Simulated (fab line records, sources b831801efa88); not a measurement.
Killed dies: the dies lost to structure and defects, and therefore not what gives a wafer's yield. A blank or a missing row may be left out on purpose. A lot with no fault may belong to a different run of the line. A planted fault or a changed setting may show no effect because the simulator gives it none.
One fault through the eyes of 2 desks -- flow gf180mcu -- only its own numbers are on each desk; what lay behind them is given at the end

== DESK OF THE TOOL OWNER: implanter-03 ==
GF_VT_IMPLANT_IMPLANT_19, tool's own readings: per-lot mean of the sampled wafers with a number, covering each lot this tool ran. If a lot's mean is further than 4 standard deviations from the usual mean, the lot is out of limits and carries the mark OUT (the distance appears in the brackets).
Columns: A = doseIonsCm2 at GF_VT_IMPLANT_IMPLANT_19, usual 4.349e+12; B = faradayCurrentUA at GF_VT_IMPLANT_IMPLANT_19, usual 24.5
lot,first seen here,A,B
L478,day 6 10:17,4.352e+12,24.4
L479,day 6 20:40,4.345e+12,24.5
L482,day 7 14:21,4.347e+12,24.4
L486,day 8 14:20,3.178e+12 (-99 or more) OUT,18.0 (-13) OUT
L489,day 9 10:51,3.171e+12 (-99 or more) OUT,17.7 (-13) OUT
L491,day 9 22:41,3.168e+12 (-99 or more) OUT,17.7 (-13) OUT
Finding of this desk: L486, L489, L491 out of limits; the first was L486 at day 8 14:20, on doseIonsCm2 at GF_VT_IMPLANT_IMPLANT_19. L478, L479, L482 stayed within limits.

== FROM THE METROLOGY DESK ==
Means of the sampled wafers that have a number, per lot and without regard to the tool the lot ran on: this is what the gauges read. If a lot's mean is further than 4 standard deviations from the usual mean, the lot is out of limits and carries the mark OUT (the distance appears in the brackets).
Columns: A = NWELL_OVL at GF_NWELL_OVL_MEAS_07, usual 0.4 nm; B = MVSD_OVL at GF_MVSD_OVL_MEAS_07, usual 0.5 nm; C = VT_IMPLANT_2_TW at GF_VT_IMPLANT_TW_MEAS_21, usual 1222
lot,first seen here,A,B,C
L477,day 3 07:06,1.9,0.7,1230
L478,day 3 12:34,-0.9,-0.8,1234
L479,day 3 19:22,-0.5,0.0,1199
L481,day 4 05:35,0.7,1.1,1226
L482,day 4 09:51,-0.3,0.8,1220
L483,day 4 15:32,-0.9,2.4,1229
L486,day 5 07:19,0.4,-1.0,1085 (-11) OUT
L489,day 6 00:47,-0.6,2.4,1089 (-11) OUT
L491,day 6 11:58,0.7,-0.4,1111 (-9.3) OUT
L495,day 7 09:07,-1.0,3.7,1237
L498,day 8 01:41,-1.9,2.5,1205
L499,day 8 07:49,2.7,-0.5,1219
L500,day 8 18:40,1.5,1.1,1220
This desk finds L486, L489, L491 out of limits, with the earliest case on L486 at day 8 14:34 (VT_IMPLANT_2_TW at GF_VT_IMPLANT_TW_MEAS_21). L477, L478, L479, L481, L482, L483, L495, L498, L499, L500 stayed within limits.

== TAKEN TOGETHER ==
The tool owner's desk had the chance to raise an alarm at day 8 14:20 on L486, L489, L491.
The metrology desk could have raised an alarm at day 8 14:34, on L486, L489, L491.
On implanter-03, each named lot ran GF_VT_IMPLANT_IMPLANT_19.

== WHAT THE SIMULATOR PUT IN ==
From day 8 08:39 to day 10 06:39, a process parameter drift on implanter-03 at GF_VT_IMPLANT_IMPLANT_19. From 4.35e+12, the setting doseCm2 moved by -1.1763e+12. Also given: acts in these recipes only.
Shown lots that were struck: L486, L489, L491.
Delay (hours) between the fault's onset and each desk's first out-of-limits reading: 6 at the tool owner's desk, 6 at the metrology desk.
